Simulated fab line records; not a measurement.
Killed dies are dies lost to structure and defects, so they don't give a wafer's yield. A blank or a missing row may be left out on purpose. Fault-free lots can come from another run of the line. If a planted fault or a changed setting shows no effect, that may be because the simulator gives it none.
2 desks, one fault	flow sky130	every desk sees just its own numbers, and what lay behind them comes last

TOOL OWNER'S DESK, pvd_sputter-02
At SKY_LOCAL_INTERCONNECT_SPUTTER_00 (material TiN, target thk 100 nm, time 83.3 s) the tool's own readings: per lot run on this tool, the mean of the sampled wafers that have a number. If a lot's mean is further than 4 standard deviations from the usual mean, the lot is out of limits and carries the mark OUT (the distance appears in the brackets).
Columns: A = throttle_valve_pct at SKY_LOCAL_INTERCONNECT_SPUTTER_00, usual 29.6 %
lot	first seen here	A
L508	day 28 18:35	29.7
L511	day 30 10:47	29.7
L523	day 34 08:59	29.8
L524	day 34 20:14	29.7
Finding of this desk: none of the 4 lots has anything out of limits.

METROLOGY DESK
What the gauges read for every lot (on any tool): the sampled wafers with a number, averaged. If a lot's mean is further than 4 standard deviations from the usual mean, the lot is out of limits and carries the mark OUT (the distance appears in the brackets).
Columns: A = SD_N_OVL at SKY_SD_N_OVL_MEAS_08, usual -0.2 nm; B = cd_nm at SKY_LI_CONTACT_CD_MEAS_12, usual 169.8 nm; C = LOCAL_INTERCONNECT_TIN_RS at SKY_LOCAL_INTERCONNECT_RS_MEAS_01, usual 14.14 ohm/sq; D = LOCAL_INTERCONNECT_TIN_THK at SKY_LOCAL_INTERCONNECT_THK_MEAS_02, usual 99.8 nm
lot	first seen here	A	B	C	D
L508	day 27 11:03	-1.2	168.6	14.14	99.3
L511	day 29 04:49	-2.3	169.2	14.23	99.3
L513	day 29 19:02	0.2	169.5	14.18	99.4
L515	day 30 12:16	0.9	169.4	13.87	101.9
L523	day 33 03:23	-0.1	169.7	14.78 (+4.6) OUT	95.7 (-4.2) OUT
L524	day 33 15:49	-1.3	171.4	14.80 (+4.7) OUT	95.6 (-4.3) OUT
L525	day 33 19:47	-0.8	169.7	14.09	100.3
L526	day 33 23:31	-0.6	168.8	14.10	99.5
L528	day 35 01:11	1.7	169.3	14.06	100.3
L531	day 35 18:31	1.1	170.0	14.12	100.1
This desk finds L523, L524 out of limits, with the earliest case on L523 at day 34 09:05 (LOCAL_INTERCONNECT_TIN_RS at SKY_LOCAL_INTERCONNECT_RS_MEAS_01). L508, L511, L513, L515, L525, L526, L528, L531 stayed within limits.

TAKEN TOGETHER
At day 34 09:05 the metrology desk could have sounded an alarm, on L523, L524.
The tool owner's desk saw nothing out of limits.
Tool owner's desk: L523, L524 on record, inside its limits.
All the named lots went through SKY_LOCAL_INTERCONNECT_SPUTTER_00 on pvd_sputter-02.

WHAT WAS PUT IN BY THE SIMULATOR
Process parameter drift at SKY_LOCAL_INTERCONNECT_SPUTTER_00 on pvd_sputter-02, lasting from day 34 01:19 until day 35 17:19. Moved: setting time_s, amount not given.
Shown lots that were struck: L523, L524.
Per desk, hours elapsed from the start of the fault to the first reading out of limits: for the metrology desk, 8.
